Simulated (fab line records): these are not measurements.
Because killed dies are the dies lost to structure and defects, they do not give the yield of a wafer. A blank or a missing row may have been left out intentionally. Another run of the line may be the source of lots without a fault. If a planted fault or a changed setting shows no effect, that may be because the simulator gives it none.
Matching of chambers -- flow gf180mcu -- 3 sister chambers for GF_PASSIVATION_CVD_02 on pecvd-02
The step deposits Si3N4, target thk 700 nm, time 486.18 s. 3 wafers are shown with their chamber, then 8 later ones without.

== WAFERS WITH THEIR CHAMBER ==
wafer,chamber,heater_power_w (W)
L091.1,2,610
L091.2,1,1010
L092.1,0,710

== WAFERS WITHOUT THEIR CHAMBER ==
wafer,heater_power_w (W)
L092.5,570
L092.6,633
L094.1,933
L094.2,714
L094.6,570
L095.1,977
L095.4,701
L095.5,1032

== WHICH CHAMBER EACH ONE RAN IN ==
wafer,from the rows above,in truth
L092.5,2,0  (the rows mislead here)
L092.6,can't be placed: 2 or 0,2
L094.1,1,1
L094.2,0,0
L094.6,2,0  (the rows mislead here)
L095.1,1,1
L095.4,0,0
L095.5,1,1
Correctly placed: 5 of 8. These rows do not allow placing 1 (true chamber among the candidates in 1). Number placed wrongly: 2.
How it was worked out, from the rows above alone: a wafer's distance from a chamber is the root of the sum, over the readings, of the square of ((its reading less the chamber's mean) divided by the reading's scatter). If the next closest chamber is less than 2 further off than the closest, the wafer can't be placed; otherwise it belongs to the closest. A chamber's mean is the mean of its shown wafers. The scatter: with one shown wafer a chamber, the root of the mean of the squares of how far each hidden wafer lies from its nearest shown one.
